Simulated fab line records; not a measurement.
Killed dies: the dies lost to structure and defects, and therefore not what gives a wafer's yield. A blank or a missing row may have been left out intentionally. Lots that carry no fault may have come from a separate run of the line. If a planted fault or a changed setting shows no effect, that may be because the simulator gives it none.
Comparing a struck lot with a sound one	flow sfq_line	43 steps out of a route of 325
Sound: these wafers, L407.1, L407.5, L407.6. Struck: wafer L421.3 (L421.2, L421.5, from the same lot, were not struck and are left out); the cause is given at the end.
Order at every step that has rows: each side's tool, ch and its chambers, its first start. Under that, the readings that differ: sound wafers	struck wafers	difference of the means	sigmas: that difference in standard deviations of wafers without a fault.
alike: readings with means less than 2 such deviations apart, plus words and numbers identical on both sides. not compared: withheld readings, readings lacking a value on some wafer, bounds such as >300 that could conceal the same value, and numbers that have no deviation in the record and whose values overlap.
Wherever a step has rows on one side only, a row that says differs or no value, or a row with sigmas, the two part there. Non-overlapping numbers with no deviation appear without sigmas and do not part them. A reading that every wafer of one side lacks parts them only if that side has two wafers or more.

first, 3 steps without rows for these wafers: SFQ_TRILAYER_M5_LITHO_EXPOSE_124 (exposes mask M5, target cd 700 nm); SFQ_TRILAYER_M5_LITHO_PEB_126 (peb time 60 s); SFQ_TRILAYER_M5_LITHO_DEVELOP_125 (time 60 s).
SFQ_M5_OVL_MEAS_932:
  sound on overlay-01, day 51 04:44; struck on overlay-01, day 60 01:42
  alike: M5_OVL
SFQ_TRILAYER_M5_BARC_OPEN_METAL_ETCH_161: etches BARC in O2, target depth 125 nm, time 41.7 s.
  sound on rie_metal-01 ch 0,1, day 51 04:47; struck on rie_metal-01 ch 0, day 60 01:44
reading	sound	struck	difference	sigmas
oes_product_au (a.u.)	0.681 0.683 0.676	0.692	+0.012	+3
  alike: drypump_motor_current_A
  not compared: rf_hours_counter_h
then, 3 steps without rows for these wafers: SFQ_TRILAYER_M5_ETCH_METAL_ETCH_126 (etches Nb in Cl2/BCl3, stops on SiO2, time 203.2 s, target depth 265 nm); SFQ_TRILAYER_M5_STRIP_STRIP_127 (strips in O2); SFQ_TRILAYER_M5_STRIP_SOLV_CLEAN_128 (cleans in NMP, time 600 s).
SFQ_TRILAYER_A5B_DEP_PECVD_129: deposits SiO2 from SiH4/N2O, time 133.33 s, target thk 600 nm.
  sound on pecvd-01 ch 0,1,2, day 51 05:48; struck on pecvd-03 ch 2, day 60 02:46
  alike: heater_power_w, throttle_valve_pct
then, 3 steps without rows for these wafers: SFQ_TRILAYER_A5B_CMP_CMP_130 (polishes, stops on Nb, target thk 340.7 nm); SFQ_TRILAYER_A5B_METRO_MEASURE_131; SFQ_TRILAYER_R5_DEP_SPUTTER_132 (material Ti, target thk 5 nm, time 5 s).
SFQ_TRILAYER_R5_DEP_SPUTTER_133: material MoNx, target thk 40 nm, time 66.7 s.
  sound on pvd_sputter-04, day 51 21:30; struck on pvd_sputter-06, day 60 07:04
reading	sound	struck	difference	sigmas
cathode_dc_power_W (W)	999.79 999.99 999.85	1039.0	+39.1	+99 or more
model.MoNx_of_TRILAYER_R5_DEP_SPUTTER_133.thk_nm (nm)	39.35 39.95 39.53	41.38	+1.77	
  alike: throttle_valve_pct
SFQ_TRILAYER_R5_DEP_SPUTTER_134: material Ti, target thk 5 nm, time 5 s.
  sound on pvd_sputter-04, day 51 21:34; struck on pvd_sputter-06, day 60 07:07
  alike: cathode_dc_power_W, throttle_valve_pct
SFQ_R5_RS_MEAS_933: uses a four-point probe to measure.
  sound on film_metro-02, day 51 21:35; struck on film_metro-03, day 60 07:10
reading	sound	struck	difference	sigmas
R5_MONX_RS (ohm/sq)	7.21 7.07 7.15	6.84	-0.30	-4
SFQ_R5_THK_MEAS_934: measures by xrf.
  sound on film_metro-02, day 51 21:42; struck on film_metro-03, day 60 07:16
reading	sound	struck	difference	sigmas
R5_MONX_THK (nm)	40.0 40.5 39.9	41.4	+1.3	+2
then, 6 steps without rows for these wafers: SFQ_TRILAYER_R5_LITHO_COAT_141 (resist thk 62 nm); SFQ_TRILAYER_R5_LITHO_COAT_136 (resist thk 600 nm); SFQ_TRILAYER_R5_LITHO_SOFTBAKE_140; SFQ_TRILAYER_R5_LITHO_EXPOSE_137 (exposes mask R5, target cd 500 nm); SFQ_TRILAYER_R5_LITHO_PEB_139 (peb time 60 s); SFQ_TRILAYER_R5_LITHO_DEVELOP_138 (time 60 s).
-- the record jumps here: 5 days lie between the struck wafers' starts before and after --
SFQ_R5_OVL_MEAS_935:
  sound on overlay-02, day 57 07:53; struck on overlay-01, day 64 23:53
  alike: R5_OVL
SFQ_TRILAYER_R5_BARC_OPEN_METAL_ETCH_177: etches BARC in O2, target depth 125 nm, time 41.7 s.
  sound on rie_metal-02 ch 0,1, day 57 07:56; struck on rie_metal-01 ch 1, day 64 23:55
  alike: drypump_motor_current_A, oes_product_au
  not compared: rf_hours_counter_h
then, 10 steps without rows for these wafers: SFQ_TRILAYER_R5_ETCH_METAL_ETCH_139 (etches the open film in Cl2, stops on SiO2, target depth 60 nm, time 40 s); SFQ_TRILAYER_R5_STRIP_STRIP_140 (strips in O2); SFQ_TRILAYER_R5_STRIP_SOLV_CLEAN_141 (cleans in NMP, time 600 s); SFQ_TRILAYER_A5C_DEP_PECVD_142 (deposits SiO2 from SiH4/N2O, time 15.556 s, target thk 70 nm); SFQ_TRILAYER_I5_LITHO_COAT_149 (resist thk 62 nm); SFQ_TRILAYER_I5_LITHO_COAT_144 (resist thk 650 nm); SFQ_TRILAYER_I5_LITHO_SOFTBAKE_148; SFQ_TRILAYER_I5_LITHO_EXPOSE_145 (exposes mask I5, target cd 700 nm); SFQ_TRILAYER_I5_LITHO_PEB_147 (peb time 60 s); SFQ_TRILAYER_I5_LITHO_DEVELOP_146 (time 60 s).
-- the record jumps here: 4 days lie between the struck wafers' starts before and after --
SFQ_I5_OVL_MEAS_936:
  sound on overlay-02, day 62 03:01; struck on overlay-01, day 69 09:19
reading	sound	struck	difference	sigmas
I5_OVL (nm)	3 -2 -7	16	+18	+3
then, 1 step without rows for these wafers: SFQ_TRILAYER_I5_BARC_OPEN_VIA_ETCH_200 (etches BARC in O2, target depth 125 nm, time 41.7 s).
SFQ_TRILAYER_I5_ETCH_VIA_ETCH_147: etches the open film in CHF3, stops on Nb, target depth 360 nm.
  sound on rie_diel-01 ch 0,1,2, day 62 03:05; struck on rie_diel-03 ch 2, day 69 09:23
  alike: drypump_motor_current_A, oes_product_au
then, 5 steps without rows for these wafers: SFQ_TRILAYER_I5_STRIP_STRIP_148 (strips in O2); SFQ_TRILAYER_I5_STRIP_SOLV_CLEAN_149 (cleans in NMP, time 600 s); SFQ_TRILAYER_C5_LITHO_COAT_156 (resist thk 62 nm); SFQ_TRILAYER_C5_LITHO_COAT_151 (resist thk 650 nm); SFQ_TRILAYER_C5_LITHO_SOFTBAKE_155.
-- the record jumps here: 15 days lie between the struck wafers' starts before and after --
SFQ_M8_BOW_MEAS_951:
  sound on film_metro-03, day 79 20:33; struck on film_metro-04, day 84 15:29
reading	sound	struck	difference	sigmas
model.etest.r5.ohm_um	14.39 14.14 14.3	13.69	-0.59	
model.etest.r5.ohm_sq	7.17 7.063 7.138	6.819	-0.305	
model.etest.c5.link_ohm	8.139 8.021 8.099	7.767	-0.319	
  alike: M8_BOW

WHERE THEY PART
First at SFQ_TRILAYER_M5_BARC_OPEN_METAL_ETCH_161; last, within this record, at SFQ_I5_OVL_MEAS_936. Later steps at which nothing parts them and some readings are alike: SFQ_TRILAYER_I5_ETCH_VIA_ETCH_147, SFQ_M8_BOW_MEAS_951.

WHY: what the simulator had put in
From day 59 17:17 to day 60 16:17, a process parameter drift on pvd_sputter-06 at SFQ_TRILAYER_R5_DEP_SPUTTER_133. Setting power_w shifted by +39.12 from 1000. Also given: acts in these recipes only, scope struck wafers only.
